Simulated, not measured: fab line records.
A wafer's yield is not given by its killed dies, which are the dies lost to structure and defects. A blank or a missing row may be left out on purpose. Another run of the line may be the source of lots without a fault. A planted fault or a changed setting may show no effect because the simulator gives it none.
fab line records    flow gf180mcu    part 1 of 2: steps 1 to 32 of 42
[record] lots = 5  wafers = 15  last_day = 34
route steps=602 shown HV_LDD@191
lots that met no fault: from a run of the same line without faults
start_h: the number of hours between the record's first day and the start of the first shown wafer of the lot    wait_h: time in hours since the lot's previous step    " repeats the value in the row above    L1.1+2: one row covering several wafers at once    - value missing, or start not given    * or withheld: withheld    < > ~ a bound
route shown NAME@n: a module of which the file shows steps, and the number in the route of the first    usual: average and standard deviation across the fault-free wafers    same: alike in all rows    chamber/n: place in a boat    sites: each site's reading    _std_site: standard deviation across them    _edge_site: the outer-site mean with the inner-site mean subtracted    radius_mm: how far each site lies from the wafer's centre    mask NAME#n: copy n    behind: tool/chamber where the wafer was last shaped    hold: cause of the lot's hold/its duration in hours/its outcome    device: the n, p or np transistor that did not switch    end of line: the same wafers' tests at the end of the route    a step without rows: its recipe alone    killed: dies lost to structure and defects at the first sort, not the wafer's yield    map: a wafer's dies, marking killed ones x, the rest . and places with no die _
set.NAME: setting as actually run; set.NAME@STEP: the setting as run at that earlier step    model.NAME: the simulator's own value behind a step, which no gauge read
lots at some steps of the route; a table a step, a row a wafer
services: from which hour (start_h, from the record's first day; less than 0 if before it) a tool's chamber was out of use, for how many hours, and why
[[steps]]
[step GF_HV_LDD_SOFTBAKE_15]
[recipe] temp_c = 90  time_s = 60  resist = NOVOLAK
[usual] heater_power_total_W = 56.60/0.045
lot.wafer  tool            chamber  start_h  wait_h  heater_power_total_W
L078.4     litho_track-03  0        256.63   0.1     56.64
L078.5     "               0        "        "       56.60
L078.6     "               0        "        "       56.58
L080.2     litho_track-02  0        277.91   0.1     56.64
L080.3     "               0        "        "       56.60
L080.5     "               0        "        "       56.66
L085.1     litho_track-02  0        308.54   0.1     56.51
L085.4     "               0        "        "       56.64
L085.6     "               0        "        "       56.64
L089.2     litho_track-02  0        336.81   0.1     56.65
L089.3     "               0        "        "       56.56
L089.6     "               0        "        "       56.62
L095.2     litho_track-02  0        386.51   0.1     56.66
L095.3     "               0        "        "       56.59
L095.4     "               0        "        "       56.62
[step GF_HV_LDD_EXPOSE_16]
[recipe] mask_id = Pplus_LV_AREA  target_cd_nm = 400  na = 0.6  source_shape = conventional  sigma_outer = 0.6  dose_mj = 140
[same] na = 0.6  sigma_outer = 0.6
lot.wafer   tool              chamber  start_h  wait_h  mask
L078.4+5+6  iline_stepper-01  0        -        -       Pplus_LV_AREA#0
L080.2+3+5  iline_stepper-02  0        -        -       Pplus_LV_AREA#0
L085.1+4+6  iline_stepper-02  0        -        -       Pplus_LV_AREA#0
L089.2+3+6  iline_stepper-02  0        -        -       Pplus_LV_AREA#0
L095.2+3+4  iline_stepper-02  0        -        -       Pplus_LV_AREA#0
[step GF_HV_LDD_PEB_17]
[recipe] temp_c = withheld  time_s = *  resist = NOVOLAK
lot.wafer   tool            chamber  start_h  wait_h
L078.4+5+6  litho_track-03  0        -        -
L080.2+3+5  litho_track-03  0        -        -
L085.1+4+6  litho_track-03  0        -        -
L089.2+3+6  litho_track-03  0        -        -
L095.2+3+4  litho_track-03  0        -        -
[step GF_HV_LDD_DEVELOP_18]
[recipe] develop_time_s = 60  dev_temp_c = 23
lot.wafer   tool            chamber  start_h  wait_h
L078.4+5+6  litho_track-03  0        266.13   0.1
L080.2+3+5  litho_track-03  0        287.98   0.1
L085.1+4+6  litho_track-03  0        317.95   0.1
L089.2+3+6  litho_track-03  0        347.18   0.1
L095.2+3+4  litho_track-03  0        398.03   0.1
[step GF_HV_LDD_CD_MEAS_19]
[recipe] target_cd_nm = 400
[usual] cd_nm = 400.4/2.4
lot.wafer  tool       chamber  start_h  wait_h  cd_nm
L078.4     cd_sem-02  -        266.26   0.1     397.1
L078.5     "          -        "        "       400.6
L078.6     "          -        "        "       399.5
L080.2     cd_sem-02  -        288.12   0.1     402.0
L080.3     "          -        "        "       402.7
L080.5     "          -        "        "       400.4
L085.1     cd_sem-01  -        318.10   0.1     396.0
L085.4     "          -        "        "       396.2
L085.6     "          -        "        "       397.0
L089.2     cd_sem-01  -        347.32   0.1     405.0
L089.3     "          -        "        "       403.4
L089.6     "          -        "        "       405.2
L095.2     cd_sem-01  -        398.17   0.1     399.3
L095.3     "          -        "        "       399.6
L095.4     "          -        "        "       400.7
[step GF_HV_LDD_OVL_MEAS_20]
[usual] HV_LDD_01_OVL = -0.4/1.3
lot.wafer  tool        chamber  start_h  wait_h  HV_LDD_01_OVL[nm]
L078.4     overlay-01  -        266.34   0.1     2.7
L078.5     "           -        "        "       1.0
L078.6     "           -        "        "       0.6
L080.2     overlay-01  -        288.23   0.1     1.4
L080.3     "           -        "        "       -0.2
L080.5     "           -        "        "       -0.9
L085.1     overlay-01  -        318.22   0.1     -0.1
L085.4     "           -        "        "       -1.1
L085.6     "           -        "        "       -1.7
L089.2     overlay-01  -        347.43   0.1     -1.3
L089.3     "           -        "        "       -0.8
L089.6     "           -        "        "       -1.2
L095.2     overlay-01  -        398.28   0.1     0.1
L095.3     "           -        "        "       1.2
L095.4     "           -        "        "       0.4
[step GF_HV_LDD_IMPLANT_21]
[recipe] species = BF2  energy_kev = 25  dose_cm2 = 5e+13  tilt_deg = 7
lot.wafer   tool          chamber  start_h  wait_h
L078.4+5+6  implanter-04  0        266.44   0.1
L080.2+3+5  implanter-03  0        288.29   0.0
L085.1+4+6  implanter-04  0        318.26   0.0
L089.2+3+6  implanter-02  0        347.48   0.0
L095.2+3+4  implanter-02  0        398.33   0.0
[step GF_HV_LDD_STRIP_22]
[recipe] chemistry = O2/N2  power_w = 1400  pressure_mtorr = 1500  platen_temp_c = 250  o2_flow_sccm = 3000  n2_flow_sccm = 300  overash_fraction = 0.5
[usual] drypump_motor_current_A = 6.28/0.2  heater_power_w = 354/29  oes_product_au = 0.716/0.0042  strip_time_to_endpoint_s = 12.64/0.039
lot.wafer  tool             chamber  start_h  wait_h  drypump_motor_current_A  heater_power_w  oes_product_au  rf_hours_counter_h  strip_time_to_endpoint_s
L078.4     plasma_asher-01  1        266.54   0.1     6.52                     372             0.711           -                   12.64
L078.5     "                0        "        "       6.54                     348             0.717           -                   12.60
L078.6     "                1        "        "       6.53                     371             0.717           -                   12.65
L080.2     plasma_asher-04  0        288.41   0.1     6.29                     348             0.710           51                  12.65
L080.3     "                1        "        "       6.33                     377             0.715           -                   12.62
L080.5     "                1        "        "       6.32                     380             0.712           -                   12.67
L085.1     plasma_asher-03  1        318.41   0.1     6.25                     295             0.719           21                  12.65
L085.4     "                1        "        "       6.26                     303             0.713           -                   12.66
L085.6     "                1        "        "       6.28                     303             0.716           -                   12.67
L089.2     plasma_asher-01  1        347.61   0.1     6.52                     383             0.716           71                  12.59
L089.3     "                1        "        "       6.51                     374             0.716           -                   12.58
L089.6     "                1        "        "       6.50                     368             0.720           -                   12.56
L095.2     plasma_asher-04  1        398.46   0.1     6.32                     386             0.720           61                  12.58
L095.3     "                1        "        "       6.33                     390             0.716           -                   12.59
L095.4     "                0        "        "       6.28                     362             0.714           -                   12.62
[step GF_HV_LDD_TW_MEAS_23]
[usual] HV_LDD_2_TW = 1053/8.1
lot.wafer  tool           chamber  start_h  wait_h  HV_LDD_2_TW
L078.4     film_metro-03  -        266.64   0.1     1053
L078.5     "              -        "        "       1056
L078.6     "              -        "        "       1058
L080.2     film_metro-02  -        288.52   0.1     1049
L080.3     "              -        "        "       1049
L080.5     "              -        "        "       1060
L085.1     film_metro-04  -        318.51   0.1     1048
L085.4     "              -        "        "       1046
L085.6     "              -        "        "       1046
L089.2     film_metro-03  -        347.72   0.1     1067
L089.3     "              -        "        "       1064
L089.6     "              -        "        "       1063
L095.2     film_metro-04  -        398.57   0.1     1040
L095.3     "              -        "        "       1034
L095.4     "              -        "        "       1036
[step GF_HV_LDD_DEHYDRATE_24]
[recipe] temp_c = 200  time_s = 60
[usual] heater_power_total_W = 160.37/0.13
lot.wafer  tool            chamber  start_h  wait_h  heater_power_total_W
L078.4     litho_track-01  0        275.86   9.2     160.32
L078.5     "               0        "        "       160.24
L078.6     "               0        "        "       160.41
L080.2     litho_track-02  0        297.71   9.2     160.48
L080.3     "               0        "        "       160.25
L080.5     "               0        "        "       160.40
L085.1     litho_track-03  0        328.40   9.9     160.30
L085.4     "               0        "        "       160.28
L085.6     "               0        "        "       160.53
L089.2     litho_track-03  0        358.08   10.3    160.39
L089.3     "               0        "        "       160.33
L089.6     "               0        "        "       160.52
L095.2     litho_track-03  0        409.28   10.7    160.29
L095.3     "               0        "        "       160.58
L095.4     "               0        "        "       160.47
[step GF_HV_LDD_HMDS_25]
[recipe] prime_time_s = 60  prime_temp_c = 120
[usual] prime_temp_c = 120.04/0.14
lot.wafer  tool            chamber  start_h  wait_h  prime_temp_c
L078.4     litho_track-01  0        276.01   0.1     119.96
L078.5     "               0        "        "       119.79
L078.6     "               0        "        "       119.95
L080.2     litho_track-02  0        297.86   0.1     120.31
L080.3     "               0        "        "       120.22
L080.5     "               0        "        "       120.18
L085.1     litho_track-03  0        328.55   0.1     120.11
L085.4     "               0        "        "       120.27
L085.6     "               0        "        "       120.00
L089.2     litho_track-03  0        358.23   0.1     120.01
L089.3     "               0        "        "       119.77
L089.6     "               0        "        "       120.19
L095.2     litho_track-03  0        409.43   0.1     119.90
L095.3     "               0        "        "       120.07
L095.4     "               0        "        "       119.79
[step GF_HV_LDD_COAT_26]
[recipe] resist = NOVOLAK  spin_rpm = 3000  resist_thk_nm = 1000
[usual] dispense_pressure_kPa = 51.5/1.4
lot.wafer  tool            chamber  start_h  wait_h  dispense_pressure_kPa
L078.4     litho_track-01  0        276.16   0.1     53.1
L078.5     "               0        "        "       53.1
L078.6     "               0        "        "       53.1
L080.2     litho_track-02  0        298.01   0.1     53.2
L080.3     "               0        "        "       53.2
L080.5     "               0        "        "       53.2
L085.1     litho_track-03  0        328.70   0.1     50.4
L085.4     "               0        "        "       50.4
L085.6     "               0        "        "       50.4
L089.2     litho_track-03  0        358.38   0.1     50.4
L089.3     "               0        "        "       50.4
L089.6     "               0        "        "       50.4
L095.2     litho_track-03  0        409.58   0.1     50.4
L095.3     "               0        "        "       50.4
L095.4     "               0        "        "       50.4
[step GF_HV_LDD_SOFTBAKE_27]
[recipe] temp_c = 90  time_s = 60  resist = NOVOLAK
[usual] heater_power_total_W = 56.60/0.046
lot.wafer  tool            chamber  start_h  wait_h  heater_power_total_W
L078.4     litho_track-01  0        276.31   0.1     56.65
L078.5     "               0        "        "       56.65
L078.6     "               0        "        "       56.58
L080.2     litho_track-02  0        298.16   0.1     56.57
L080.3     "               0        "        "       56.59
L080.5     "               0        "        "       56.59
L085.1     litho_track-03  0        328.85   0.1     56.59
L085.4     "               0        "        "       56.50
L085.6     "               0        "        "       56.56
L089.2     litho_track-03  0        358.53   0.1     56.54
L089.3     "               0        "        "       56.64
L089.6     "               0        "        "       56.56
L095.2     litho_track-03  0        409.73   0.1     56.57
L095.3     "               0        "        "       56.62
L095.4     "               0        "        "       56.62
[step GF_HV_LDD_EXPOSE_28]
[recipe] mask_id = Nplus_HV_AREA  target_cd_nm = 400  na = 0.6  source_shape = conventional  sigma_outer = 0.6  dose_mj = 140
[same] na = 0.6  sigma_outer = 0.6
lot.wafer   tool              chamber  start_h  wait_h  mask
L078.4+5+6  iline_stepper-01  0        -        -       Nplus_HV_AREA#0
L080.2+3+5  iline_stepper-02  0        -        -       Nplus_HV_AREA#0
L085.1+4+6  iline_stepper-02  0        -        -       Nplus_HV_AREA#0
L089.2+3+6  iline_stepper-02  0        -        -       Nplus_HV_AREA#0
L095.2+3+4  iline_stepper-02  0        -        -       Nplus_HV_AREA#0
[step GF_HV_LDD_PEB_29]
[recipe] temp_c = withheld  time_s = *  resist = NOVOLAK
lot.wafer   tool            chamber  start_h  wait_h
L078.4+5+6  litho_track-03  0        -        -
L080.2+3+5  litho_track-03  0        -        -
L085.1+4+6  litho_track-01  0        -        -
L089.2+3+6  litho_track-02  0        -        -
L095.2+3+4  litho_track-03  0        -        -
[step GF_HV_LDD_DEVELOP_30]
[recipe] develop_time_s = 60  dev_temp_c = 23
lot.wafer   tool            chamber  start_h  wait_h
L078.4+5+6  litho_track-03  0        286.53   0.1
L080.2+3+5  litho_track-03  0        308.38   0.1
L085.1+4+6  litho_track-01  0        339.54   0.1
L089.2+3+6  litho_track-02  0        369.16   0.1
L095.2+3+4  litho_track-03  0        421.33   0.1
[step GF_HV_LDD_CD_MEAS_31]
[recipe] target_cd_nm = 400
[usual] cd_nm = 400.0/2.3
lot.wafer  tool       chamber  start_h  wait_h  cd_nm
L078.4     cd_sem-02  -        286.66   0.1     397.1
L078.5     "          -        "        "       399.1
L078.6     "          -        "        "       397.8
L080.2     cd_sem-01  -        308.52   0.1     403.0
L080.3     "          -        "        "       402.5
L080.5     "          -        "        "       401.3
L085.1     cd_sem-02  -        339.69   0.1     399.8
L085.4     "          -        "        "       398.9
L085.6     "          -        "        "       400.2
L089.2     cd_sem-01  -        369.31   0.1     403.1
L089.3     "          -        "        "       400.7
L089.6     "          -        "        "       400.6
L095.2     cd_sem-01  -        421.47   0.1     400.0
L095.3     "          -        "        "       399.7
L095.4     "          -        "        "       399.2
[step GF_HV_LDD_OVL_MEAS_32]
[usual] HV_LDD_02_OVL = -1.1/1.3
lot.wafer  tool        chamber  start_h  wait_h  HV_LDD_02_OVL[nm]
L078.4     overlay-01  -        286.74   0.1     -3.1
L078.5     "           -        "        "       -2.8
L078.6     "           -        "        "       -1.7
L080.2     overlay-01  -        308.63   0.1     -1.2
L080.3     "           -        "        "       -2.0
L080.5     "           -        "        "       -1.6
L085.1     overlay-01  -        339.81   0.1     -0.6
L085.4     "           -        "        "       -2.7
L085.6     "           -        "        "       -1.5
L089.2     overlay-01  -        369.41   0.1     -1.0
L089.3     "           -        "        "       -1.9
L089.6     "           -        "        "       -1.9
L095.2     overlay-02  -        421.58   0.1     0.0
L095.3     "           -        "        "       0.8
L095.4     "           -        "        "       -1.4
[step GF_HV_LDD_IMPLANT_33]
[recipe] species = P  energy_kev = 60  dose_cm2 = 7.5e+12  tilt_deg = 30  rotation_deg = 0
lot.wafer   tool          chamber  start_h  wait_h
L078.4+5+6  implanter-02  0        286.84   0.1
L080.2+3+5  implanter-02  0        308.69   0.0
L085.1+4+6  implanter-02  0        339.84   0.0
L089.2+3+6  implanter-02  0        369.47   0.0
L095.2+3+4  implanter-04  0        421.63   0.0
[step GF_HV_LDD_IMPLANT_34]
[recipe] species = P  energy_kev = 60  dose_cm2 = 7.5e+12  tilt_deg = 30  rotation_deg = 90
lot.wafer   tool          chamber  start_h  wait_h
L078.4+5+6  implanter-02  0        286.99   0.1
L080.2+3+5  implanter-02  0        308.84   0.1
L085.1+4+6  implanter-02  0        339.99   0.1
L089.2+3+6  implanter-02  0        369.62   0.1
L095.2+3+4  implanter-04  0        421.78   0.1
[step GF_HV_LDD_IMPLANT_35]
[recipe] species = P  energy_kev = 60  dose_cm2 = 7.5e+12  tilt_deg = 30  rotation_deg = 180
lot.wafer   tool          chamber  start_h  wait_h
L078.4+5+6  implanter-02  0        287.14   0.1
L080.2+3+5  implanter-02  0        308.99   0.1
L085.1+4+6  implanter-02  0        340.14   0.1
L089.2+3+6  implanter-02  0        369.77   0.1
L095.2+3+4  implanter-04  0        421.93   0.1
[step GF_HV_LDD_IMPLANT_36]
[recipe] species = P  energy_kev = 60  dose_cm2 = 7.5e+12  tilt_deg = 30  rotation_deg = 270
lot.wafer   tool          chamber  start_h  wait_h
L078.4+5+6  implanter-02  0        287.29   0.1
L080.2+3+5  implanter-02  0        309.14   0.1
L085.1+4+6  implanter-02  0        340.29   0.1
L089.2+3+6  implanter-02  0        369.92   0.1
L095.2+3+4  implanter-04  0        422.08   0.1
[step GF_HV_LDD_STRIP_37]
[recipe] chemistry = O2/N2  power_w = 1400  pressure_mtorr = 1500  platen_temp_c = 250  o2_flow_sccm = 3000  n2_flow_sccm = 300  overash_fraction = 0.5
[usual] drypump_motor_current_A = 6.38/0.17  heater_power_w = 363/20  oes_product_au = 0.715/0.0048  strip_time_to_endpoint_s = 12.65/0.031
lot.wafer  tool             chamber  start_h  wait_h  drypump_motor_current_A  heater_power_w  oes_product_au  rf_hours_counter_h  strip_time_to_endpoint_s
L078.4     plasma_asher-04  1        287.39   0.1     6.32                     385             0.718           -                   12.59
L078.5     "                0        "        "       6.31                     358             0.719           -                   12.65
L078.6     "                1        "        "       6.31                     375             0.710           -                   12.60
L080.2     plasma_asher-01  0        309.26   0.1     6.53                     354             0.722           67                  12.66
L080.3     "                0        "        "       6.56                     361             0.713           -                   12.64
L080.5     "                1        "        "       6.51                     376             0.718           -                   12.62
L085.1     plasma_asher-04  1        340.44   0.1     6.32                     381             0.720           56                  12.66
L085.4     "                1        "        "       6.30                     389             0.715           -                   12.64
L085.6     "                1        "        "       6.33                     378             0.705           -                   12.66
L089.2     plasma_asher-01  1        370.04   0.1     6.52                     379             0.719           73                  12.66
L089.3     "                0        "        "       6.57                     356             0.717           -                   12.64
L089.6     "                1        "        "       6.52                     372             0.727           -                   12.69
L095.2     plasma_asher-01  1        422.21   0.1     6.52                     377             0.713           79                  12.63
L095.3     "                0        "        "       6.54                     348             0.716           -                   12.62
L095.4     "                1        "        "       6.51                     377             0.711           -                   12.66
[step GF_HV_LDD_TW_MEAS_38]
[usual] HV_LDD_3_TW = 1432/13
lot.wafer  tool           chamber  start_h  wait_h  HV_LDD_3_TW
L078.4     film_metro-02  -        287.49   0.1     1440
L078.5     "              -        "        "       1446
L078.6     "              -        "        "       1435
L080.2     film_metro-04  -        309.37   0.1     1421
L080.3     "              -        "        "       1426
L080.5     "              -        "        "       1411
L085.1     film_metro-04  -        340.54   0.1     1425
L085.4     "              -        "        "       1419
L085.6     "              -        "        "       1421
L089.2     film_metro-04  -        370.15   0.1     1411
L089.3     "              -        "        "       1419
L089.6     "              -        "        "       1414
L095.2     film_metro-02  -        422.32   0.1     1437
L095.3     "              -        "        "       1439
L095.4     "              -        "        "       1449
[step GF_HV_LDD_DEHYDRATE_39]
[recipe] temp_c = 200  time_s = 60
[usual] heater_power_total_W = 160.37/0.14
lot.wafer  tool            chamber  start_h  wait_h  heater_power_total_W
L078.4     litho_track-02  0        296.56   9.1     160.42
L078.5     "               0        "        "       160.23
L078.6     "               0        "        "       160.45
L080.2     litho_track-02  0        318.66   9.3     160.28
L080.3     "               0        "        "       160.58
L080.5     "               0        "        "       160.18
L085.1     litho_track-01  0        350.39   9.8     160.68
L085.4     "               0        "        "       160.54
L085.6     "               0        "        "       160.37
L089.2     litho_track-03  0        381.23   11.1    160.35
L089.3     "               0        "        "       160.20
L089.6     "               0        "        "       160.54
L095.2     litho_track-01  0        434.31   12.0    160.18
L095.3     "               0        "        "       160.24
L095.4     "               0        "        "       160.30
[step GF_HV_LDD_HMDS_40]
[recipe] prime_time_s = 60  prime_temp_c = 120
[usual] prime_temp_c = 119.99/0.14
lot.wafer  tool            chamber  start_h  wait_h  prime_temp_c
L078.4     litho_track-02  0        296.71   0.1     119.77
L078.5     "               0        "        "       120.23
L078.6     "               0        "        "       119.88
L080.2     litho_track-02  0        318.81   0.1     119.84
L080.3     "               0        "        "       119.99
L080.5     "               0        "        "       119.88
L085.1     litho_track-01  0        350.54   0.1     120.20
L085.4     "               0        "        "       119.98
L085.6     "               0        "        "       120.08
L089.2     litho_track-03  0        381.38   0.1     119.99
L089.3     "               0        "        "       119.79
L089.6     "               0        "        "       119.63
L095.2     litho_track-01  0        434.46   0.1     120.21
L095.3     "               0        "        "       120.24
L095.4     "               0        "        "       120.04
[step GF_HV_LDD_COAT_41]
[recipe] resist = NOVOLAK  spin_rpm = 3000  resist_thk_nm = 1000
[usual] dispense_pressure_kPa = 51.9/1.4
lot.wafer  tool            chamber  start_h  wait_h  dispense_pressure_kPa
L078.4     litho_track-02  0        296.86   0.1     53.2
L078.5     "               0        "        "       53.2
L078.6     "               0        "        "       53.3
L080.2     litho_track-02  0        318.96   0.1     53.2
L080.3     "               0        "        "       53.2
L080.5     "               0        "        "       53.2
L085.1     litho_track-01  0        350.69   0.1     53.0
L085.4     "               0        "        "       53.0
L085.6     "               0        "        "       53.0
L089.2     litho_track-03  0        381.53   0.1     50.4
L089.3     "               0        "        "       50.4
L089.6     "               0        "        "       50.4
L095.2     litho_track-01  0        434.61   0.1     53.0
L095.3     "               0        "        "       53.0
L095.4     "               0        "        "       53.0
[step GF_HV_LDD_SOFTBAKE_42]
[recipe] temp_c = 90  time_s = 60  resist = NOVOLAK
[usual] heater_power_total_W = 56.59/0.044
lot.wafer  tool            chamber  start_h  wait_h  heater_power_total_W
L078.4     litho_track-02  0        297.01   0.1     56.62
L078.5     "               0        "        "       56.68
L078.6     "               0        "        "       56.59
L080.2     litho_track-02  0        319.11   0.1     56.60
L080.3     "               0        "        "       56.59
L080.5     "               0        "        "       56.61
L085.1     litho_track-01  0        350.84   0.1     56.58
L085.4     "               0        "        "       56.61
L085.6     "               0        "        "       56.58
L089.2     litho_track-03  0        381.68   0.1     56.59
L089.3     "               0        "        "       56.60
L089.6     "               0        "        "       56.59
L095.2     litho_track-01  0        434.76   0.1     56.54
L095.3     "               0        "        "       56.56
L095.4     "               0        "        "       56.56
[step GF_HV_LDD_EXPOSE_43]
[recipe] mask_id = Pplus_HV_AREA  target_cd_nm = 400  na = 0.6  source_shape = conventional  sigma_outer = 0.6  dose_mj = 140
[same] na = 0.6  sigma_outer = 0.6
lot.wafer   tool              chamber  start_h  wait_h  mask
L078.4+5+6  iline_stepper-02  0        -        -       Pplus_HV_AREA#0
L080.2+3+5  iline_stepper-02  0        -        -       Pplus_HV_AREA#0
L085.1+4+6  iline_stepper-02  0        -        -       Pplus_HV_AREA#0
L089.2+3+6  iline_stepper-01  0        -        -       Pplus_HV_AREA#0
L095.2+3+4  iline_stepper-02  0        -        -       Pplus_HV_AREA#0
[step GF_HV_LDD_PEB_44]
[recipe] temp_c = withheld  time_s = *  resist = NOVOLAK
lot.wafer   tool            chamber  start_h  wait_h
L078.4+5+6  litho_track-02  0        -        -
L080.2+3+5  litho_track-03  0        -        -
L085.1+4+6  litho_track-03  0        -        -
L089.2+3+6  litho_track-02  0        -        -
L095.2+3+4  litho_track-03  0        -        -
[step GF_HV_LDD_DEVELOP_45]
[recipe] develop_time_s = 60  dev_temp_c = 23
lot.wafer   tool            chamber  start_h  wait_h
L078.4+5+6  litho_track-02  0        307.41   0.1
L080.2+3+5  litho_track-03  0        330.08   0.1
L085.1+4+6  litho_track-03  0        362.15   0.1
L089.2+3+6  litho_track-02  0        392.71   0.1
L095.2+3+4  litho_track-03  0        446.88   0.1
[step GF_HV_LDD_CD_MEAS_46]
[recipe] target_cd_nm = 400
[usual] cd_nm = 399.8/2.3
lot.wafer  tool       chamber  start_h  wait_h  cd_nm
L078.4     cd_sem-02  -        307.55   0.1     400.7
L078.5     "          -        "        "       402.2
L078.6     "          -        "        "       402.5
L080.2     cd_sem-01  -        330.22   0.1     398.5
L080.3     "          -        "        "       400.8
L080.5     "          -        "        "       400.1
L085.1     cd_sem-02  -        362.30   0.1     395.0
L085.4     "          -        "        "       395.3
L085.6     "          -        "        "       396.7
L089.2     cd_sem-02  -        392.86   0.1     398.0
L089.3     "          -        "        "       396.6
L089.6     "          -        "        "       399.8
L095.2     cd_sem-01  -        447.02   0.1     397.2
L095.3     "          -        "        "       400.3
L095.4     "          -        "        "       398.8
